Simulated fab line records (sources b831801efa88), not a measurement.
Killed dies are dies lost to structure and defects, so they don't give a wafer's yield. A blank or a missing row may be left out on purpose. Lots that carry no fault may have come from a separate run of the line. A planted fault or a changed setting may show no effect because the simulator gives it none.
Struck lot and sound lot, side by side | flow sky130 | 20 out of 708 route steps
Sound: the wafers L300.1, L300.4, L300.6. Wafers struck: L303.2, L303.3, L303.6. The cause is given at the end.
Each step with rows lists, per side, the tool, then ch with its chambers, then its first start. Under that, the readings that differ: sound wafers | struck wafers | difference of the means | sigmas: that difference in standard deviations of wafers without a fault.
alike: readings with means less than 2 such deviations apart, plus words and numbers identical on both sides. not compared: withheld readings, readings lacking a value on some wafer, bounds such as >300 that could conceal the same value, and numbers that have no deviation in the record and whose values overlap.
Wherever a step has rows on one side only, a row that says differs or no value, or a row with sigmas, the two part there. When numbers do not overlap yet have no deviation, they are printed without sigmas and do not part them. Lack of a reading on every wafer of one side parts them only where that side has two or more wafers.

first, 6 steps without rows for these wafers: SKY_LDD_HVN_HMDS_01 (prime time 60 s); SKY_LDD_HVN_COAT_02 (resist thk 300 nm); SKY_LDD_HVN_SOFTBAKE_03 (time 60 s); SKY_LDD_HVN_EXPOSE_04 (exposes mask HVNTM, target cd 700 nm); SKY_LDD_HVN_PEB_05; SKY_LDD_HVN_DEVELOP_06 (develop time 60 s).
SKY_LDD_HVN_OVL_MEAS_07:
  sound on overlay-01, day 22 02:11; struck on overlay-02, day 23 16:05
  alike: LDD_HVN_OVL
following that, these wafers have no rows for 1 step: SKY_LDD_HVN_IMPLANT_08.
SKY_LDD_HVN_STRIP_09: strips in O2/N2.
  sound on plasma_asher-02 ch 0,1, day 22 02:22; struck on plasma_asher-04 ch 0, day 23 16:16
  alike: drypump_motor_current_A, n2_flow_sccm, oes_product_au, strip_time_to_endpoint_s
  not compared: rf_hours_counter_h
SKY_LDD_HVN_TW_MEAS_10:
  sound on film_metro-03, day 22 02:28; struck on film_metro-03, day 23 16:22
  alike: LDD_HVN_TW
then, 2 steps without rows for these wafers: SKY_LDD_HVP_DEHYDRATE_00 (time 60 s); SKY_LDD_HVP_HMDS_01 (prime time 60 s).
SKY_LDD_HVP_COAT_02: resist thk 300 nm.
  struck on litho_track-02, day 24 06:11; sound on litho_track-02 ch 0, day 22 16:52
  no value came back on the struck wafers for chill_plate_temp_C (C), dispense_pressure_kPa (kPa); on the sound wafers chill_plate_temp_C (C) reads 22.90 22.79 22.80
then, 4 steps without rows for these wafers: SKY_LDD_HVP_SOFTBAKE_03 (time 60 s); SKY_LDD_HVP_EXPOSE_04 (exposes mask HVPTM, target cd 700 nm); SKY_LDD_HVP_PEB_05; SKY_LDD_HVP_DEVELOP_06 (develop time 60 s).
SKY_LDD_HVP_OVL_MEAS_07:
  sound on overlay-02, day 23 08:20; struck on overlay-02, day 24 22:07
  reading          | sound          | struck | difference                    | sigmas
  LDD_HVP_OVL (nm) | -0.3 -0.5 -0.1 | - - -  | no value on the struck wafers |
following that, these wafers have no rows for 1 step: SKY_LDD_HVP_IMPLANT_08.
-- a jump in the record: the struck wafers' starts before and after are 23 days apart (it breaks off in module LDD_HVP and resumes in module PAD_OPEN, where the first step shown is number 708 of the route) --
SKY_PAD_OPEN_PROBE_99:
  sound on prober-02, day 46 22:25; struck on prober-02, day 47 21:24
  reading             | sound    | struck      | difference | sigmas
  killed_at_front_end | 21 18 14 | 408 419 435 | +403       | +96
  killed_dies         | 82 80 86 | 492 492 492 | +409       | +47
  killed_on_rim       | 15 11 11 | 96 96 96    | +84        | +23
  alike: killed_at_M0_to_M3, killed_at_M4_up, killed_at_contacts, killed_at_other, killed_open, killed_short

== WHERE THEY PART ==
Last at SKY_PAD_OPEN_PROBE_99 as far as this record goes, first at SKY_LDD_HVP_COAT_02.

WHY: the cause the simulator had injected
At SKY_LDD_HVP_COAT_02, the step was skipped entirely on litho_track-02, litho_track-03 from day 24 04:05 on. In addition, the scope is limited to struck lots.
